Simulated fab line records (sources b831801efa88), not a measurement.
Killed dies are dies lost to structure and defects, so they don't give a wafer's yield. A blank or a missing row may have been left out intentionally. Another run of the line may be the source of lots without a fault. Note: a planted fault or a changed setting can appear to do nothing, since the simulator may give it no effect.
Matching of chambers | flow sky130 | rie_diel-02 running SKY_VIA1_ETCH_14: 4 sister chambers
The step etches BARC in N2/H2, stops on SiO2, time 45.9 s, target depth 60 nm. 22 wafers are shown with their chamber, then 11 later ones without.

## WAFERS WITH THEIR CHAMBER
wafer  | chamber | drypump_motor_current_A (A) | oes_product_au (a.u.) | throttle_valve_pct (%)
L078.1 | 3       | 6.0                         | 0.859                 | 13.241
L078.2 | 2       | 5.6                         | 0.868                 | 13.219
L078.3 | 1       | 5.7                         | 0.856                 | 13.219
L078.4 | 0       | 6.0                         | 0.853                 | 13.231
L078.5 | 2       | 5.6                         | 0.859                 | 13.234
L078.6 | 3       | 6.1                         | 0.859                 | 13.229
L080.3 | 1       | 5.7                         | 0.847                 | 13.217
L080.4 | 3       | 6.0                         | 0.855                 | 13.248
L080.5 | 1       | 5.7                         | 0.852                 | 13.222
L081.2 | 2       | 5.6                         | 0.856                 | 13.233
L081.3 | 3       | 6.0                         | 0.854                 | 13.216
L081.6 | 3       | 6.1                         | 0.855                 | 13.212
L086.1 | 1       | 5.6                         | 0.865                 | 13.233
L086.2 | 2       | 5.6                         | 0.855                 | 13.238
L086.6 | 0       | 6.0                         | 0.861                 | 13.222
L088.4 | 1       | 5.7                         | 0.857                 | 13.224
L088.5 | 1       | 5.7                         | 0.849                 | 13.215
L088.6 | 0       | 6.0                         | 0.856                 | 13.218
L090.3 | 0       | 6.0                         | 0.858                 | 13.227
L090.4 | 3       | 6.0                         | 0.855                 | 13.234
L090.5 | 2       | 5.6                         | 0.862                 | 13.225
L091.1 | 3       | 6.0                         | 0.857                 | 13.238

SIGNATURES (averages over the wafers above)
reading                 | chamber 0 | chamber 1 | chamber 2 | chamber 3 | scatter within a chamber
drypump_motor_current_A | 6.000     | 5.683     | 5.600     | 6.029     | 0.0354
oes_product_au          | 0.85700   | 0.85433   | 0.86000   | 0.85629   | 0.0046
throttle_valve_pct      | 13.22450  | 13.22167  | 13.22980  | 13.23114  | 0.00936
Rule: distance of a wafer from a chamber = root of the sum over the readings of ((wafer's reading minus chamber's mean) / reading's scatter) squared. If the next closest chamber is less than 2 further off than the closest, the wafer can't be placed; otherwise it belongs to the closest. How the scatter is found: for the shown wafers, subtract from each reading the mean of its chamber, square and add these, divide the total by (wafers less chambers), then take the root.

## WAFERS WITHOUT THEIR CHAMBER
wafer  | drypump_motor_current_A (A) | oes_product_au (a.u.) | throttle_valve_pct (%)
L091.2 | 5.7                         | 0.854                 | 13.236
L091.3 | 5.6                         | 0.857                 | 13.232
L091.4 | 6.0                         | 0.854                 | 13.243
L091.5 | 5.6                         | 0.859                 | 13.211
L091.6 | 6.0                         | 0.852                 | 13.225
L096.1 | 5.6                         | 0.850                 | 13.223
L096.2 | 5.6                         | 0.849                 | 13.224
L096.6 | 5.7                         | 0.853                 | 13.212
L095.2 | 5.6                         | 0.859                 | 13.224
L095.4 | 6.0                         | 0.858                 | 13.228
L095.6 | 6.0                         | 0.861                 | 13.222

## EACH ONE'S CHAMBER
wafer  | from the rows above     | in truth
L091.2 | can't be placed: 1 or 2 | 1
L091.3 | can't be placed: 2 or 1 | 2
L091.4 | can't be placed: 3 or 0 | 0
L091.5 | can't be placed: 2 or 1 | 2
L091.6 | can't be placed: 0 or 3 | 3
L096.1 | can't be placed: 2 or 1 | 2
L096.2 | can't be placed: 2 or 1 | 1
L096.6 | 1                       | 1
L095.2 | can't be placed: 2 or 1 | 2
L095.4 | can't be placed: 0 or 3 | 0
L095.6 | can't be placed: 0 or 3 | 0
Correctly placed: 1 of 11. Unplaceable from these rows: 10, with the true chamber sitting among the candidates in 10. Number placed wrongly: 0.
